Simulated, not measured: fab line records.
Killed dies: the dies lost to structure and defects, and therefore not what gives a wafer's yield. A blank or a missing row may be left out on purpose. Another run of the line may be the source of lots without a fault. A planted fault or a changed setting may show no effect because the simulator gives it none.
What tool caused it? ; flow sky130 ; 10 lots, 30 wafers sampled, at 5 steps of a route of 708

WHAT THE GAUGES SHOWED, per wafer
SKY_METAL3_OVL_MEAS_14. Usual: for METAL3_OVL the level is -6 nm and the standard deviation is 5.1.
lot;measured;on;METAL3_OVL (nm);flag
L681;day 38 12:54;overlay-01;-3 -10 -7;
L682;day 39 02:18;overlay-02;-10 -7 -5;
L683;day 39 04:37;overlay-01;-8 2 -11;
L684;day 39 13:46;overlay-02;-15 -16 -10;
L685;day 39 16:03;overlay-02;-10 -15 -9;
L694;day 42 16:49;overlay-02;1 3 -3;
L697;day 43 11:37;overlay-01;-8 -10 -7;
L701;day 44 21:56;overlay-01;-12 -8 -7;
L703;day 45 13:43;overlay-02;5 -1 -3;
L704;day 45 17:58;overlay-02;2 -2 3;

SKY_VIA3_BOW_MEAS_03. Usual: for VIA3_BOW the level is 78 um and the standard deviation is 7.5.
lot;measured;on;VIA3_BOW (um);flag
L681;day 38 14:25;film-metro-02;77 81 80;
L682;day 39 04:54;film-metro-03;84 74 66;
L683;day 39 06:14;film-metro-01;76 90 84;
L684;day 39 15:24;film-metro-03;80 69 76;
L685;day 39 17:37;film-metro-01;84 76 73;
L694;day 42 19:20;film-metro-02;70 69 79 - - -;
L697;day 43 13:07;film-metro-01;75 73 71;
L701;day 44 23:38;film-metro-01;89 84 85;
L703;day 45 15:13;film-metro-03;87 79 80;
L704;day 45 19:55;film-metro-01;88 73 76;

TOOL THAT RAN EACH LOT (tool first, then ch and the chambers of the sampled wafers, then the start)
lot;SKY_CAPM_METAL_ETCH_13;SKY_METAL3_ETCH_16;SKY_VIA3_CMP_02
L681;rie-metal-04 ch 1, day 37 10:22;rie-metal-02 ch 0,1, day 38 12:58;cmp-01 ch 1,2, day 38 14:10
L682;rie-metal-01 ch 0,1, day 37 23:40;rie-metal-02 ch 0, day 39 02:24;cmp-01 ch 0,1,3, day 39 04:36
L683;rie-metal-04 ch 0,1, day 38 02:46;rie-metal-02 ch 0, day 39 04:44;cmp-02 ch 0,1,2, day 39 05:55
L684;rie-metal-01 ch 1, day 38 11:52;rie-metal-03 ch 1, day 39 13:49;cmp-01 ch 0,3, day 39 15:08
L685;rie-metal-02 ch 0,1, day 38 14:17;rie-metal-04 ch 0,1, day 39 16:07;cmp-01 ch 0,1,3, day 39 17:25
L694;rie-metal-02 ch 0,1, day 41 16:16;rie-metal-04 ch 0,1, day 42 16:52;cmp-01 ch 1,2, day 42 19:01
L697;rie-metal-02 ch 0,1, day 42 12:01;rie-metal-04 ch 0,1, day 43 11:40;cmp-02 ch 0,1, day 43 12:47
L701;rie-metal-02 ch 0,1, day 43 22:31;rie-metal-02 ch 0,1, day 44 21:59;cmp-02 ch 0,2,3, day 44 23:19
L703;rie-metal-01 ch 0,1, day 44 14:49;rie-metal-04 ch 0,1, day 45 13:46;cmp-02 ch 0,1,3, day 45 14:53
L704;rie-metal-01 ch 0,1, day 44 19:36;rie-metal-04 ch 0,1, day 45 18:04;cmp-01 ch 1,2,3, day 45 19:39
- SKY_CAPM_METAL_ETCH_13: etches TiN in Cl2/BCl3, stops on SiO2, target depth 220 nm, time 62.9 s.
- SKY_METAL3_ETCH_16: etches BARC in N2/H2, stops on SiO2, time 88.2 s, target depth 60 nm.
- SKY_VIA3_CMP_02: polishes SiO2.

AS READ BY THE TOOLS THEMSELVES (means over the sampled wafers that have a number; for cases with no such wafer, the mark the record gives instead)
SKY_CAPM_METAL_ETCH_13. Usual: chamber-pressure-mTorr 10.001 mTorr, standard deviation 0.0084; drypump-motor-current-A 5.7 A, standard deviation 0.53; oes-product-au 0.943 a.u., standard deviation 0.0071; throttle-valve-pct 21.900 %, standard deviation 0.011.
lot;tool;chamber-pressure-mTorr (mTorr);drypump-motor-current-A (A);oes-product-au (a.u.);throttle-valve-pct (%);flag
L681;rie-metal-04;9.995;5.2;0.945;21.900;
L682;rie-metal-01;10.001;5.8;0.947;21.899;
L683;rie-metal-04;9.995;5.7;0.948;21.903;
L684;rie-metal-01;9.996;6.7;0.942;21.911;
L685;rie-metal-02;10.009;5.8;0.939;21.908;
L694;rie-metal-02;10.004;5.6;0.939;21.898;
L697;rie-metal-02;10.003;5.8;0.944;21.909;
L701;rie-metal-02;9.995;5.8;0.949;21.892;
L703;rie-metal-01;10.003;6.3;0.944;21.901;
L704;rie-metal-01;9.997;5.8;0.936;21.892;

SKY_METAL3_ETCH_16. Usual: chamber-pressure-mTorr 29.996 mTorr, standard deviation 0.027; drypump-motor-current-A 5.7 A, standard deviation 0.33; oes-product-au 0.626 a.u., standard deviation 0.0044; throttle-valve-pct 13.205 %, standard deviation 0.01.
lot;tool;chamber-pressure-mTorr (mTorr);drypump-motor-current-A (A);oes-product-au (a.u.);throttle-valve-pct (%);flag
L681;rie-metal-02;29.977;5.6;0.625;13.217;
L682;rie-metal-02;29.984;6.0;0.631;13.209;
L683;rie-metal-02;29.999;6.0;0.625;13.210;
L684;rie-metal-03;29.994;5.6;0.624;13.206;
L685;rie-metal-04;29.980;5.7;0.629;13.200;
L694;rie-metal-04;29.997;5.7;0.627;13.205;
L697;rie-metal-04;30.016;5.5;0.632;13.206;
L701;rie-metal-02;30.019;5.6;0.624;13.205;
L703;rie-metal-04;30.007;5.7;0.628;13.213;
L704;rie-metal-04;29.990;5.7;0.627;13.216;

SKY_VIA3_CMP_02. Usual: motor-current-A 11.5 A, standard deviation 0.81; platen-rpm 60.00 rpm, standard deviation 0.046.
lot;tool;motor-current-A (A);platen-rpm (rpm);flag
L681;cmp-01;12.0;60.02;
L682;cmp-01;11.8;60.04;
L683;cmp-02;11.9;59.97;
L684;cmp-01;11.2;60.01;
L685;cmp-01;12.3;60.00;
L694;cmp-01;11.6;59.99;
L697;cmp-02;10.6;60.08;
L701;cmp-02;11.4;59.99;
L703;cmp-02;11.1;60.04;
L704;cmp-01;11.7;60.03;

THE ANSWER, worked out from the rows above alone
Rule: take the mean of a lot's wafers that have a number; if it is more than 3 standard deviations from the usual mean, the lot is off. A lot without any number at a reading at which 4 lots or more have one is off too. Where the step has rows for the other lots, those lots are counted as sound. The gauges are gone through in route order, then the tools' own readings, and for those a lot's mean is taken as printed above. At the first step where some lot is off, the reading lying furthest off is the one used; lots without a number count as furthest.
None of the lots is off at any reading shown; this tells nothing.

WHAT THE SIMULATOR PUT IN
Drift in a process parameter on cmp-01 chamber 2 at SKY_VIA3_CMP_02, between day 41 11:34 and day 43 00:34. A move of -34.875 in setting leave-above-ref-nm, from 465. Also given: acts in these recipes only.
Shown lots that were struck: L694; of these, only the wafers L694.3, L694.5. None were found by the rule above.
